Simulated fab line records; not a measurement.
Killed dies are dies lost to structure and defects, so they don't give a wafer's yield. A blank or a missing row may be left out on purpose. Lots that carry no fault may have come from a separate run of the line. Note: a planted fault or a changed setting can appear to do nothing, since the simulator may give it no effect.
Which tool did it? ; flow gf180mcu ; Sampling: 13 lots, 39 wafers, 5 of 602 route steps

WHAT THE GAUGES SHOWED, per wafer
GF_MVSD_OVL_MEAS_07. Usual: MVSD_OVL 0.2 nm, standard deviation 1.5.
lot;measured;on;MVSD_OVL (nm);flag
L426;day 4 07:43;overlay-02;1.4 1.5 1.2;
L428;day 4 22:19;overlay-01;-1.2 2.6 0.3;
L429;day 5 03:01;overlay-02;0.1 -0.2 1.0;
L435;day 6 15:34;overlay-02;0.1 0.4 -0.2;
L436;day 6 23:28;overlay-01;0.1 0.4 0.9;
L437;day 7 02:41;overlay-02;1.9 1.5 0.5;
L439;day 7 13:31;overlay-01;-0.2 -0.8 2.6;
L440;day 7 17:52;overlay-01;-0.8 1.1 -1.3;
L441;day 8 00:02;overlay-01;-0.1 -0.5 -1.2;
L442;day 8 07:07;overlay-02;0.8 1.5 2.1;
L443;day 8 12:58;overlay-02;-1.6 -0.4 1.1;
L445;day 8 22:53;overlay-01;-2.0 -2.6 -1.4;
L448;day 9 16:38;overlay-02;3.3 3.9 3.8;

GF_VT_IMPLANT_OVL_MEAS_07. Usual: VT_IMPLANT_OVL 1.1 nm, standard deviation 1.4.
lot;measured;on;VT_IMPLANT_OVL (nm);flag
L426;day 5 11:37;overlay-01;1.9 1.6 1.5;
L428;day 6 03:38;overlay-02;2.2 0.5 1.3;
L429;day 6 07:56;overlay-02;2.3 1.4 0.3;
L435;day 7 22:16;overlay-01;1.0 -0.6 2.8;
L436;day 8 07:25;overlay-02;-0.3 1.1 0.8;
L437;day 8 10:55;overlay-02;1.1 1.2 0.6;
L439;day 8 22:47;overlay-02;3.7 1.3 2.0;
L440;day 9 03:38;overlay-02;2.7 -0.4 1.6;
L441;day 9 09:11;overlay-02;3.5 2.0 2.0;
L442;day 9 17:28;overlay-02;2.1 0.4 0.4;
L443;day 10 00:04;overlay-01;1.5 0.9 1.5;
L445;day 10 11:23;overlay-02;2.0 1.9 2.3;
L448;day 11 05:31;overlay-02;0.3 0.6 -0.4;

GF_VT_IMPLANT_OVL_MEAS_29. Usual: VT_IMPLANT_02_OVL 0.9 nm, standard deviation 1.5.
lot;measured;on;VT_IMPLANT_02_OVL (nm);flag
L426;day 6 18:14;overlay-01;0.0 1.2 -0.1;
L428;day 7 10:05;overlay-01;0.6 -0.2 -0.9;
L429;day 7 14:47;overlay-01;0.6 0.9 -0.9;
L435;day 9 07:37;overlay-01;- - -;OFF
L436;day 9 17:46;overlay-01;- - -;OFF
L437;day 9 21:49;overlay-01;- - -;OFF
L439;day 10 10:07;overlay-02;2.9 3.1 3.1;
L440;day 10 14:58;overlay-01;0.4 1.3 0.0;
L441;day 10 21:41;overlay-01;3.3 2.2 2.0;
L442;day 11 06:10;overlay-02;1.0 1.8 0.4;
L443;day 11 13:17;overlay-01;1.6 -1.5 0.7;
L445;day 12 00:50;overlay-02;1.1 2.1 2.0;
L448;day 12 20:07;overlay-02;1.5 1.5 0.0;

TOOL THAT RAN EACH LOT (tool first, then ch and the chambers of the sampled wafers, then the start)
lot;GF_NWELL_STRIP_10;GF_VT_IMPLANT_COAT_24
L426;plasma_asher-01 ch 0,1, day 3 06:46;litho_track-01 ch 0, day 6 10:38
L428;plasma_asher-01 ch 0,1, day 3 19:33;litho_track-02 ch 0, day 7 02:34
L429;plasma_asher-04 ch 0,1, day 3 23:30;litho_track-02 ch 0, day 7 06:46
L435;plasma_asher-01 ch 0,1, day 5 09:31;litho_track-03, day 8 22:55
L436;plasma_asher-04 ch 0, day 5 18:21;litho_track-02, day 9 08:34
L437;plasma_asher-02 ch 0,1, day 5 20:36;litho_track-03, day 9 13:08
L439;plasma_asher-01 ch 0,1, day 6 06:12;litho_track-03 ch 0, day 10 00:58
L440;plasma_asher-04 ch 0,1, day 6 11:12;litho_track-03 ch 0, day 10 06:01
L441;plasma_asher-01 ch 0,1, day 6 16:35;litho_track-01 ch 0, day 10 12:11
L442;plasma_asher-04 ch 0,1, day 6 23:31;litho_track-03 ch 0, day 10 20:31
L443;plasma_asher-04 ch 0,1, day 7 04:09;litho_track-03 ch 0, day 11 04:01
L445;plasma_asher-02 ch 0,1, day 7 13:56;litho_track-02 ch 0, day 11 15:02
L448;plasma_asher-02 ch 0,1, day 8 07:16;litho_track-01 ch 0, day 12 10:15
- GF_NWELL_STRIP_10: strips in O2/N2.
- GF_VT_IMPLANT_COAT_24: resist thk 986 nm.

WHAT THE TOOLS THEMSELVES READ (means of the sampled wafers that have a number; where no wafer has one, the mark that the record gives instead)
GF_NWELL_STRIP_10. Usual: drypump_motor_current_A 6.0 A, standard deviation 0.31; heater_power_w 347 W, standard deviation 25; oes_product_au 0.722 a.u., standard deviation 0.0046; strip_time_to_endpoint_s 36.97 s, standard deviation 0.096.
lot;tool;drypump_motor_current_A (A);heater_power_w (W);oes_product_au (a.u.);strip_time_to_endpoint_s (s);flag
L426;plasma_asher-01;6.0;358;0.718;37.03;
L428;plasma_asher-01;5.9;354;0.725;36.97;
L429;plasma_asher-04;6.1;315;0.719;36.93;
L435;plasma_asher-01;5.9;353;0.720;36.91;
L436;plasma_asher-04;6.1;314;0.727;36.95;
L437;plasma_asher-02;6.3;377;0.721;37.14;
L439;plasma_asher-01;6.0;354;0.720;36.97;
L440;plasma_asher-04;6.1;321;0.726;36.92;
L441;plasma_asher-01;5.7;352;0.719;37.09;
L442;plasma_asher-04;6.1;312;0.727;37.12;
L443;plasma_asher-04;6.1;315;0.724;36.90;
L445;plasma_asher-02;6.2;373;0.719;36.97;
L448;plasma_asher-02;6.2;378;0.717;36.93;

GF_VT_IMPLANT_COAT_24. Usual: chill_plate_temp_C 23.02 C, standard deviation 0.13; dispense_pressure_kPa 49.9 kPa, standard deviation 1.5; exhaust_pa 45.0 Pa, standard deviation 0.87.
lot;tool;chill_plate_temp_C (C);dispense_pressure_kPa (kPa);exhaust_pa (Pa);flag
L426;litho_track-01;23.12;49.8;45.1;
L428;litho_track-02;23.04;47.7;44.3;
L429;litho_track-02;23.00;47.6;43.4;
L435;litho_track-03;-;-;-;OFF
L436;litho_track-02;-;-;-;OFF
L437;litho_track-03;-;-;-;OFF
L439;litho_track-03;23.02;51.4;45.5;
L440;litho_track-03;22.97;51.4;46.0;
L441;litho_track-01;22.97;49.7;43.8;
L442;litho_track-03;22.85;51.4;44.7;
L443;litho_track-03;22.90;51.4;45.2;
L445;litho_track-02;23.04;47.7;44.8;
L448;litho_track-01;23.02;49.8;46.5;

THE ANSWER, worked out from the rows above alone
Rule: a lot is off if the mean of its wafers that have a number lies more than 3 standard deviations from the usual mean. Also off: a lot with no number at a reading for which 4 or more lots have one. All remaining lots with rows at the step are treated as sound. The gauges are gone through in route order, then the tools' own readings, and for those a lot's mean is taken as printed above. The first step at which some lot is off is used, and at that step the reading that is off furthest; a lot without a number counts as furthest.
Off: L435, L436, L437, seen at GF_VT_IMPLANT_OVL_MEAS_29 (VT_IMPLANT_02_OVL). Without a number there: L435, L436, L437.
If a tool, at a process step before that reading, ran all the lots that are off and no sound lot after the first of them, it fits. The gauges at GF_VT_IMPLANT_OVL_MEAS_29 aren't tried: what is off there is off at GF_VT_IMPLANT_COAT_24 too, on other tools, and a gauge's error can't cause that. Not one of the candidates tried fits.

WHAT THE SIMULATOR PUT IN
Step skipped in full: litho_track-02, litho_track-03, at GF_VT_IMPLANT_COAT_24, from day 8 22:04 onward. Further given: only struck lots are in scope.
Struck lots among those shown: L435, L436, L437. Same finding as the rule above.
